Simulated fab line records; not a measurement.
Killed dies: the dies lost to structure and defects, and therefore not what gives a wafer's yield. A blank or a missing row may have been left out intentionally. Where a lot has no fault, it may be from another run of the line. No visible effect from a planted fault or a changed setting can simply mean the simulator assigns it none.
fab line records | flow sky130
[record] lots = 10 | wafers = 30 | lastDay = 50
route steps=708 shown CONTACT@411 METAL1@436
lots untouched by any fault: they come from a run of this same line in which no faults occurred
startH: hours from the record's first day to the start of the lot's first wafer shown | waitH: time in hours since the lot's previous step | " unchanged from the row above | L1.1+2: a row that stands for several wafers | - either no value or no given start | * or withheld: withheld | < > ~ a bound
route shown NAME@n: names a module that has steps shown in the file, with the first one's number in the route | usual: average and standard deviation across the fault-free wafers | same: alike in all rows | chamber/n: place in a boat | sites: each site's reading | _std_site: the values' standard deviation | _edge_site: the outer-site mean with the inner-site mean subtracted | radiusMm: for every site, how far away it sits from the centre of the wafer | mask NAME#n: copy n | behind: the last tool/chamber to shape the wafer | hold: why the lot was held/for how many hours/how that ended | device: the transistor (n, p or np) that didn't switch | end of line: the tests these same wafers got at the end of their route | for a step that has no rows: nothing shown but its recipe | killed: dies lost to structure and defects at the first sort, not the wafer's yield | map: a wafer's dies, marking killed ones x, the rest . and places with no die _
set.NAME: the run value of the setting; set.NAME@STEP: its run value at that earlier step | model.NAME: the simulator's own value behind a step, which no gauge read
the route's steps for a sample of lots (tables are steps, rows are wafers)
services: the hour from which a tool's chamber was out of use, counted from the record's first day as startH (under 0 if before that day), plus the number of hours and why
[[steps]]
[step SKY_CONTACT_BOW_MEAS_05]
[recipe] mode = bow
[usual] CONTACT_BOW = 82/7
lot.wafer | tool         | chamber | startH | waitH | CONTACT_BOW[um]
L772.3    | filmMetro-03 | -       | 743.68 | 0.1   | 73
L772.5    | "            | -       | "      | "     | 81
L772.6    | "            | -       | "      | "     | 81
L773.1    | filmMetro-01 | -       | 756.88 | 0.1   | 91
L773.4    | "            | -       | "      | "     | 86
L773.6    | "            | -       | "      | "     | 85
L775.1    | filmMetro-03 | -       | 767.61 | 0.1   | 71
L775.2    | "            | -       | "      | "     | 76
L775.5    | "            | -       | "      | "     | 73
L776.2    | filmMetro-02 | -       | 777.71 | 0.3   | 87
L776.4    | "            | -       | "      | "     | 78
L776.6    | "            | -       | "      | "     | 88
L778.3    | filmMetro-03 | -       | 794.85 | 0.2   | 90
L778.4    | "            | -       | "      | "     | 84
L778.6    | "            | -       | "      | "     | 88
L780.2    | filmMetro-03 | -       | 813.08 | 0.3   | 76
L780.4    | "            | -       | "      | "     | 87
L780.6    | "            | -       | "      | "     | 80
L784.3    | filmMetro-03 | -       | 836.36 | 0.2   | 87
L784.4    | "            | -       | "      | "     | 84
L784.6    | "            | -       | "      | "     | 96
L786.2    | filmMetro-03 | -       | 851.61 | 0.2   | 79
L786.3    | "            | -       | "      | "     | 83
L786.5    | "            | -       | "      | "     | 87
L790.2    | filmMetro-01 | -       | 874.56 | 0.2   | 88
L790.3    | "            | -       | "      | "     | 87
L790.4    | "            | -       | "      | "     | 82
L791.1    | filmMetro-02 | -       | 880.04 | 0.1   | 78
L791.2    | "            | -       | "      | "     | 85
L791.3    | "            | -       | "      | "     | 79
[step SKY_CONTACT_ETCH_18]
[recipe] target = Si3N4 | chemistry = CHF3/O2 | stopOn = TiN | sourceW = 600 | biasW = 200 | pressureMtorr = 40 | chf3FlowSccm = 50 | O2_flow_sccm = 5 | timeS = 39 | targetDepthA = 750
[usual] biasW = 200.0/0.57 | chf3FlowSccm = 50.00/0.16 | drypumpMotorCurrentA = 5.7/0.45 | oesProductAu = 0.856/0.0075 | throttleValvePct = 8.794/0.0099
lot.wafer | tool       | chamber | startH | waitH | biasW | chf3FlowSccm | drypumpMotorCurrentA | oesProductAu | rfHoursCounterH | throttleValvePct
L772.3    | rieDiel-03 | 3       | -      | -     | 200.2 | 49.76        | 6.4                  | 0.837        | 15              | 8.796
L772.5    | "          | 1       | "      | "     | 200.3 | 49.92        | 5.4                  | 0.862        | -               | 8.790
L772.6    | "          | 0       | "      | "     | 199.7 | 50.01        | 5.4                  | 0.843        | -               | 8.785
L773.1    | rieDiel-01 | 0       | -      | -     | 200.5 | 49.69        | 5.6                  | 0.843        | 2               | 8.797
L773.4    | "          | 3       | "      | "     | 199.9 | 50.21        | 6.1                  | 0.862        | 31              | 8.802
L773.6    | "          | 2       | "      | "     | 199.5 | 49.92        | 5.5                  | 0.867        | -               | 8.799
L775.1    | rieDiel-02 | 3       | -      | -     | 200.4 | 50.25        | 6.4                  | 0.843        | 11              | 8.795
L775.2    | "          | 0       | "      | "     | 199.4 | 50.24        | 6.1                  | 0.844        | 10              | 8.806
L775.5    | "          | 2       | "      | "     | 200.0 | 49.72        | 5.8                  | 0.852        | -               | 8.783
L776.2    | rieDiel-02 | 0       | -      | -     | 200.4 | 49.97        | 6.2                  | 0.853        | 10              | 8.802
L776.4    | "          | 3       | "      | "     | 200.1 | 49.87        | 6.4                  | 0.867        | -               | 8.782
L776.6    | "          | 0       | "      | "     | 200.5 | 50.19        | 6.1                  | 0.862        | -               | 8.777
L778.3    | rieDiel-03 | 1       | -      | -     | 199.5 | 50.03        | 5.3                  | 0.850        | 3               | 8.799
L778.4    | "          | 3       | "      | "     | 200.8 | 49.89        | 6.4                  | 0.848        | 17              | 8.801
L778.6    | "          | 1       | "      | "     | 198.8 | 49.90        | 5.3                  | 0.845        | -               | 8.791
L780.2    | rieDiel-01 | 0       | -      | -     | 199.5 | 49.79        | 5.6                  | 0.859        | 3               | 8.819
L780.4    | "          | 0       | "      | "     | 200.0 | 49.78        | 5.6                  | 0.856        | -               | 8.799
L780.6    | "          | 2       | "      | "     | 200.7 | 50.06        | 5.5                  | 0.863        | -               | 8.814
L784.3    | rieDiel-02 | 0       | -      | -     | 199.4 | 49.98        | 6.2                  | 0.860        | 13              | 8.785
L784.4    | "          | 0       | "      | "     | 200.6 | 50.05        | 6.2                  | 0.863        | -               | 8.779
L784.6    | "          | 2       | "      | "     | 200.1 | 50.01        | 5.8                  | 0.864        | -               | 8.795
L786.2    | rieDiel-01 | 3       | -      | -     | 200.1 | 49.99        | 6.1                  | 0.851        | 1               | 8.786
L786.3    | "          | 1       | "      | "     | 200.2 | 49.93        | 5.0                  | 0.860        | 20              | 8.801
L786.5    | "          | 3       | "      | "     | 199.4 | 49.98        | 6.1                  | 0.856        | -               | 8.800
L790.2    | rieDiel-02 | 1       | -      | -     | 200.6 | 49.87        | 5.3                  | 0.846        | 19              | 8.785
L790.3    | "          | 3       | "      | "     | 199.4 | 50.14        | 6.4                  | 0.854        | 16              | 8.788
L790.4    | "          | 0       | "      | "     | 200.6 | 49.83        | 6.2                  | 0.858        | 13              | 8.793
L791.1    | rieDiel-03 | 1       | -      | -     | 199.5 | 50.08        | 5.3                  | 0.848        | 6               | 8.792
L791.2    | "          | 3       | "      | "     | 200.2 | 50.18        | 6.4                  | 0.853        | 20              | 8.795
L791.3    | "          | 0       | "      | "     | 199.8 | 49.76        | 5.4                  | 0.835        | 14              | 8.795
[step SKY_METAL1_SPUTTER_02]
[recipe] material = AlCu | targetThkNm = 250 | powerW = 10600 | timeS = 13.3 | chamberPressurePa = 0.4
[usual] cathodeDcPowerW = 10600/1.9 | throttleValvePct = 29.9/0.92
lot.wafer | tool          | chamber | startH | waitH | cathodeDcPowerW | throttleValvePct
L772.3    | pvdSputter-02 | -       | 771.42 | 0.0   | 10600           | 30.9
L772.5    | "             | -       | "      | "     | 10600           | 31.0
L772.6    | "             | -       | "      | "     | 10603           | 30.1
L773.1    | pvdSputter-02 | -       | 784.85 | 0.0   | 10599           | 29.4
L773.4    | "             | -       | "      | "     | 10597           | 30.0
L773.6    | "             | -       | "      | "     | 10601           | 29.4
L775.1    | pvdSputter-02 | -       | 793.61 | 0.0   | 10601           | 29.7
L775.2    | "             | -       | "      | "     | 10598           | 31.2
L775.5    | "             | -       | "      | "     | 10603           | 30.4
L776.2    | pvdSputter-04 | -       | 803.83 | 0.0   | 10599           | 29.4
L776.4    | "             | -       | "      | "     | 10601           | 28.7
L776.6    | "             | -       | "      | "     | 10602           | 30.0
L778.3    | pvdSputter-04 | -       | 820.22 | 0.0   | 10599           | 28.7
L778.4    | "             | -       | "      | "     | 10599           | 29.4
L778.6    | "             | -       | "      | "     | 10599           | 29.6
L780.2    | pvdSputter-04 | -       | 839.46 | 0.0   | 10602           | 29.7
L780.4    | "             | -       | "      | "     | 10604           | 28.7
L780.6    | "             | -       | "      | "     | 10601           | 29.4
L784.3    | pvdSputter-02 | -       | 864.37 | 0.0   | 11244           | 31.2
L784.4    | "             | -       | "      | "     | 11243           | 31.0
L784.6    | "             | -       | "      | "     | 11241           | 30.7
L786.2    | pvdSputter-02 | -       | 879.05 | 0.0   | 11244           | 29.5
L786.3    | "             | -       | "      | "     | 11242           | 30.9
L786.5    | "             | -       | "      | "     | 11245           | 31.4
L790.2    | pvdSputter-04 | -       | 902.23 | 0.0   | 10601           | 29.5
L790.3    | "             | -       | "      | "     | 10599           | 28.9
L790.4    | "             | -       | "      | "     | 10600           | 29.4
L791.1    | pvdSputter-04 | -       | 906.45 | 0.0   | 10604           | 29.4
L791.2    | "             | -       | "      | "     | 10597           | 30.0
L791.3    | "             | -       | "      | "     | 10601           | 29.0
[step SKY_METAL1_RS_MEAS_05]
[recipe] thkMeasGauge = four-point-probe | reads = TiN_of_METAL1_SPUTTER_04+Ti_of_METAL1_SPUTTER_03+AlCu_of_METAL1_SPUTTER_02+TiN_of_METAL1_SPUTTER_01+Ti_of_METAL1_SPUTTER_00
[usual] METAL1_ALCU_RS = 0.1261/0.0019
lot.wafer | tool         | chamber | startH | waitH | hold                    | METAL1_ALCU_RS[ohm/sq]
L772.3    | filmMetro-01 | -       | 771.55 | 0.1   | -                       | 0.1276
L772.5    | "            | -       | "      | "     | -                       | 0.1269
L772.6    | "            | -       | "      | "     | -                       | 0.1298
L773.1    | filmMetro-03 | -       | 784.94 | 0.0   | -                       | 0.1244
L773.4    | "            | -       | "      | "     | -                       | 0.1293
L773.6    | "            | -       | "      | "     | -                       | 0.1248
L775.1    | filmMetro-04 | -       | 793.70 | 0.0   | -                       | 0.1238
L775.2    | "            | -       | "      | "     | -                       | 0.1262
L775.5    | "            | -       | "      | "     | -                       | 0.1291
L776.2    | filmMetro-03 | -       | 803.94 | 0.0   | -                       | 0.1282
L776.4    | "            | -       | "      | "     | -                       | 0.1263
L776.6    | "            | -       | "      | "     | -                       | 0.1279
L778.3    | filmMetro-04 | -       | 820.35 | 0.1   | -                       | 0.1248
L778.4    | "            | -       | "      | "     | -                       | 0.1270
L778.6    | "            | -       | "      | "     | -                       | 0.1263
L780.2    | filmMetro-03 | -       | 839.58 | 0.0   | -                       | 0.1240
L780.4    | "            | -       | "      | "     | -                       | 0.1237
L780.6    | "            | -       | "      | "     | -                       | 0.1242
L784.3    | filmMetro-04 | -       | 864.50 | 0.1   | awaitDispo/0.2h/release | 0.1175
L784.4    | "            | -       | "      | "     | awaitDispo/0.2h/release | 0.1179
L784.6    | "            | -       | "      | "     | awaitDispo/0.2h/release | 0.1187
L784.3    | filmMetro-04 | -       | 864.78 | 0.3   | -                       | 0.1177
L784.4    | "            | -       | "      | "     | -                       | 0.1181
L784.6    | "            | -       | "      | "     | -                       | 0.1192
L786.2    | filmMetro-03 | -       | 879.17 | 0.0   | awaitDispo/0.2h/release | 0.1189
L786.3    | "            | -       | "      | "     | awaitDispo/0.2h/release | 0.1206
L786.5    | "            | -       | "      | "     | awaitDispo/0.2h/release | 0.1184
L786.2    | filmMetro-03 | -       | 879.45 | 0.3   | -                       | 0.1188
L786.3    | "            | -       | "      | "     | -                       | 0.1208
L786.5    | "            | -       | "      | "     | -                       | 0.1184
L790.2    | filmMetro-04 | -       | 902.34 | 0.0   | -                       | 0.1221
L790.3    | "            | -       | "      | "     | -                       | 0.1236
L790.4    | "            | -       | "      | "     | -                       | 0.1270
L791.1    | filmMetro-03 | -       | 906.54 | 0.0   | -                       | 0.1301
L791.2    | "            | -       | "      | "     | -                       | 0.1276
L791.3    | "            | -       | "      | "     | -                       | 0.1265
[step SKY_METAL1_THK_MEAS_06]
[recipe] thkMeasGauge = xrf | reads = AlCu_of_METAL1_SPUTTER_02
[usual] METAL1_ALCU_THK = 255/4.1
lot.wafer | tool         | chamber | startH | waitH | hold                    | METAL1_ALCU_THK[nm]
L772.3    | filmMetro-01 | -       | 771.65 | 0.1   | -                       | 256
L772.5    | "            | -       | "      | "     | -                       | 254
L772.6    | "            | -       | "      | "     | -                       | 248
L773.1    | filmMetro-03 | -       | 785.06 | 0.1   | -                       | 259
L773.4    | "            | -       | "      | "     | -                       | 249
L773.6    | "            | -       | "      | "     | -                       | 258
L775.1    | filmMetro-04 | -       | 793.82 | 0.1   | -                       | 259
L775.2    | "            | -       | "      | "     | -                       | 255
L775.5    | "            | -       | "      | "     | -                       | 249
L776.2    | filmMetro-03 | -       | 804.05 | 0.1   | -                       | 248
L776.4    | "            | -       | "      | "     | -                       | 255
L776.6    | "            | -       | "      | "     | -                       | 252
L778.3    | filmMetro-04 | -       | 820.45 | 0.1   | -                       | 256
L778.4    | "            | -       | "      | "     | -                       | 252
L778.6    | "            | -       | "      | "     | -                       | 252
L780.2    | filmMetro-03 | -       | 839.69 | 0.1   | -                       | 261
L780.4    | "            | -       | "      | "     | -                       | 261
L780.6    | "            | -       | "      | "     | -                       | 259
L784.3    | filmMetro-04 | -       | 868.15 | 3.3   | awaitDispo/0.2h/release | 272
L784.4    | "            | -       | "      | "     | awaitDispo/0.2h/release | 272
L784.6    | "            | -       | "      | "     | awaitDispo/0.2h/release | 271
L784.3    | filmMetro-04 | -       | 868.38 | 0.2   | -                       | 272
L784.4    | "            | -       | "      | "     | -                       | 272
L784.6    | "            | -       | "      | "     | -                       | 272
L786.2    | filmMetro-03 | -       | 882.25 | 2.8   | awaitDispo/0.2h/release | 271
L786.3    | "            | -       | "      | "     | awaitDispo/0.2h/release | 268
L786.5    | "            | -       | "      | "     | awaitDispo/0.2h/release | 272
L786.2    | filmMetro-03 | -       | 882.48 | 0.2   | -                       | 271
L786.3    | "            | -       | "      | "     | -                       | 265
L786.5    | "            | -       | "      | "     | -                       | 274
L790.2    | filmMetro-04 | -       | 902.45 | 0.1   | -                       | 265
L790.3    | "            | -       | "      | "     | -                       | 264
L790.4    | "            | -       | "      | "     | -                       | 255
L791.1    | filmMetro-03 | -       | 906.66 | 0.1   | -                       | 248
L791.2    | "            | -       | "      | "     | -                       | 249
L791.3    | "            | -       | "      | "     | -                       | 254
[step SKY_METAL1_OVL_MEAS_16]
[usual] METAL1_OVL = 7/4
lot.wafer | tool       | chamber | startH | waitH | METAL1_OVL[nm]
L772.3    | overlay-02 | -       | 796.06 | 0.1   | 6
L772.5    | "          | -       | "      | "     | 13
L772.6    | "          | -       | "      | "     | 4
L773.1    | overlay-02 | -       | 808.30 | 0.1   | -1
L773.4    | "          | -       | "      | "     | -1
L773.6    | "          | -       | "      | "     | 1
L775.1    | overlay-01 | -       | 817.63 | 0.1   | 4
L775.2    | "          | -       | "      | "     | 8
L775.5    | "          | -       | "      | "     | 6
L776.2    | overlay-01 | -       | 827.51 | 0.1   | 12
L776.4    | "          | -       | "      | "     | 2
L776.6    | "          | -       | "      | "     | 14
L778.3    | overlay-02 | -       | 846.07 | 0.1   | 10
L778.4    | "          | -       | "      | "     | 12
L778.6    | "          | -       | "      | "     | 6
L780.2    | overlay-01 | -       | 865.32 | 0.1   | 4
L780.4    | "          | -       | "      | "     | 1
L780.6    | "          | -       | "      | "     | 8
L784.3    | overlay-01 | -       | 890.36 | 0.1   | 7
L784.4    | "          | -       | "      | "     | 11
L784.6    | "          | -       | "      | "     | 11
L786.2    | overlay-01 | -       | 904.56 | 0.1   | 13
L786.3    | "          | -       | "      | "     | 2
L786.5    | "          | -       | "      | "     | 7
L790.2    | overlay-01 | -       | 927.02 | 0.1   | 7
L790.3    | "          | -       | "      | "     | 12
L790.4    | "          | -       | "      | "     | 8
L791.1    | overlay-02 | -       | 932.06 | 0.1   | 8
L791.2    | "          | -       | "      | "     | 5
L791.3    | "          | -       | "      | "     | 13
[[services]]
tool          | chamber | startH | hours | kind
pvdSputter-02 | -       | 751.51 | 2.5   | repair
pvdSputter-04 | 2       | 754.16 | -     | consumableReplace:kit
pvdSputter-04 | 2       | 754.16 | 18.0  | scheduledDown
pvdSputter-04 | 2       | 754.16 | 18.0  | ventCycle
pvdSputter-04 | -       | 767.82 | 3.7   | repair
rieDiel-02    | 1       | 769.06 | 130.0 | repair
pvdSputter-04 | -       | 771.01 | 2.0   | repair
pvdSputter-02 | 0       | 777.09 | -     | consumableReplace:kit
pvdSputter-02 | 0       | 777.09 | 18.0  | scheduledDown
pvdSputter-04 | -       | 793.38 | 1.8   | repair
pvdSputter-02 | -       | 793.71 | 5.4   | repair
pvdSputter-02 | -       | 797.55 | 25.6  | repair
rieDiel-01    | 0       | 806.70 | 5.4   | repair
rieDiel-02    | -       | 818.36 | 2.8   | pm
rieDiel-02    | -       | 827.24 | 14.6  | pm
rieDiel-03    | 0       | 835.31 | 12.3  | repair
rieDiel-01    | 2       | 839.34 | 49.8  | repair
rieDiel-03    | -       | 844.97 | 4.3   | pm
rieDiel-02    | -       | 864.72 | 0.3   | repair
rieDiel-02    | 0       | 868.22 | 10.3  | repair
pvdSputter-02 | -       | 871.33 | 5.8   | repair
rieDiel-02    | 2       | 882.95 | 8.6   | repair
rieDiel-02    | 0       | 889.35 | 3.4   | repair
rieDiel-03    | 2       | 905.64 | 2.8   | repair
[[key]]
[firstSign] step = SKY_METAL1_SPUTTER_02 | reading = cathodeDcPowerW | direction = up | sigmas = 99+ | usual = 10600 | struck = 11243
[effect] step = SKY_METAL1_RS_MEAS_05 | reading = visit | direction = added
[effect] step = SKY_METAL1_THK_MEAS_06 | reading = visit | direction = added
metAt SKY_METAL1_SPUTTER_02
struckLots L784,L786
notActingAt SKY_CONTACT_BOW_MEAS_05,SKY_CONTACT_ETCH_18,SKY_METAL1_OVL_MEAS_16
onsetBetween 793.61 864.37
[fault] kind = processParameterDrift | tool = pvdSputter-02 | chamber = - | onsetH = 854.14 | steps = SKY_METAL1_SPUTTER_02 | channel = powerW | offset = * | shape = step | endH = 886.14 | actsIn = * | stated = *
